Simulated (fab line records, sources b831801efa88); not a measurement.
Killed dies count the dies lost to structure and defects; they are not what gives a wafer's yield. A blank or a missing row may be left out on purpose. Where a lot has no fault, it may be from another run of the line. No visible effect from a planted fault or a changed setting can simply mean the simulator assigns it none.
Struck lot and sound lot, side by side | flow sky130 | 16 steps out of a route of 708
Sound: these wafers, L103.3, L103.4, L103.6. Struck: wafer L118.6 (L118.2, L118.3, from the same lot, were not struck and are left out); the cause is given at the end.
For every step that has rows: the tool of each side, followed by ch and its chambers, followed by its first start. Under that, the readings that differ: sound wafers | struck wafers | difference of the means | sigmas: that difference in standard deviations of wafers without a fault.
alike: words and numbers the same on both sides, and readings whose means are apart by under 2 such deviations; not compared: readings that were withheld, readings missing a value for some wafer, numbers with overlapping values and no deviation given by the record, and bounds like >300 which may hide the same value.
The two part at a step that has a row with sigmas, a row that says differs or no value, or rows on one side only. Numbers that have no deviation but don't overlap get no sigmas and don't part them. Lack of a reading on every wafer of one side parts them only where that side has two or more wafers.

SKY_SD_N_OVL_MEAS_08:
  struck on overlay-01, day 34 23:34; sound on overlay-01, day 30 02:20
  alike: SD_N_OVL
then, 2 steps without rows for these wafers: SKY_SD_N_IMPLANT_09; SKY_SD_N_IMPLANT_10.
SKY_SD_N_STRIP_11: strips in O2/N2.
  sound on plasma asher-02 ch 0,1, day 30 02:41; struck on plasma asher-02 ch 1, day 34 23:54
  alike: drypump motor current A, oes product au, strip time to endpoint s
  not compared: rf hours counter h
SKY_SD_N_TW_MEAS_12:
  struck on film metro-01, day 35 00:01; sound on film metro-02, day 30 02:47
  reading | sound          | struck | difference | sigmas
  SD_N_TW | 3995 3990 3996 | 4061   | +67        | +3
then, 1 step without rows for these wafers: SKY_SD_N_CLEAN_13 (cleans in SC1/SC2, time 150 s).
SKY_SD_N_RTA_14: time 2 s.
  sound on rtp anneal-01 ch 0, day 30 02:53; struck on rtp anneal-02 ch 0, day 35 00:07
  alike: lamp power pct, wafer_temp_C_max
SKY_SD_N_RS_MEAS_16: uses a four-point probe to measure.
  struck on film metro-01, day 35 00:18; sound on film metro-01, day 30 03:05
  alike: SD_N_RS
SKY_SD_N_RS_MEAS_17: uses a four-point probe to measure.
  struck on film metro-01, day 35 00:25; sound on film metro-01, day 30 03:12
  alike: SD_P_RS
SKY_SD_N_RS_MEAS_18: uses a four-point probe to measure.
  struck on film metro-01, day 35 00:32; sound on film metro-01, day 30 03:19
  alike: RES_XHIGH_RS
then, 1 step without rows for these wafers: SKY_SALICIDE_CLEAN_00 (cleans in HF-last, time 30 s).
SKY_LI_CONTACT_HDPCVD_00: deposits PSG, target thk 930 nm, time 155 s.
  sound on hdpcvd-02 ch 0,1, day 30 03:25; struck on hdpcvd-01 ch 0, day 35 00:40
  reading                                       | sound             | struck | difference | sigmas
  run length s (s)                              | 182.1 182.6 182.3 | 195.1  | +12.8      | +22
  model.PSG_of_LI_CONTACT_HDPCVD_00.thk nm (nm) | 934.3 917.1 931.6 | 1017   | +89        |
SKY_LI_CONTACT_THK_MEAS_01:
  struck on film metro-04, day 35 00:46; sound on film metro-01, day 30 03:32
  reading                    | sound       | struck | difference | sigmas
  LI_CONTACT_HDPCVD_THK (nm) | 934 917 931 | 1017   | +90        | +10
SKY_LI_CONTACT_CMP_02: polishes PSG.
  sound on cmp-02 ch 1,2, day 30 03:38; struck on cmp-02 ch 2, day 35 00:55
  reading                | sound          | struck | difference | sigmas
  time to endpoint s (s) | 33.6 30.9 33.8 | 43.8   | +11.0      | +5
  alike: head pressure psi, motor current A
SKY_LI_CONTACT_BOW_MEAS_03:
  struck on film metro-02, day 35 01:08; sound on film metro-01, day 30 03:55
  alike: LI_CONTACT_BOW
-- the record jumps here: 16 days lie between the struck wafers' starts before and after (it left off in module LI_CONTACT and takes up again in module PAD_OPEN, whose first step shown is number 708 of the route) --
SKY_PAD_OPEN_PROBE_99:
  rows exist in the record for the struck wafers here (prober-01, day 50 15:58), but not for the sound ones

WHERE THEY PART
First at SKY_SD_N_TW_MEAS_12; last, within this record, at SKY_PAD_OPEN_PROBE_99.

WHY: what had been put in by the simulator
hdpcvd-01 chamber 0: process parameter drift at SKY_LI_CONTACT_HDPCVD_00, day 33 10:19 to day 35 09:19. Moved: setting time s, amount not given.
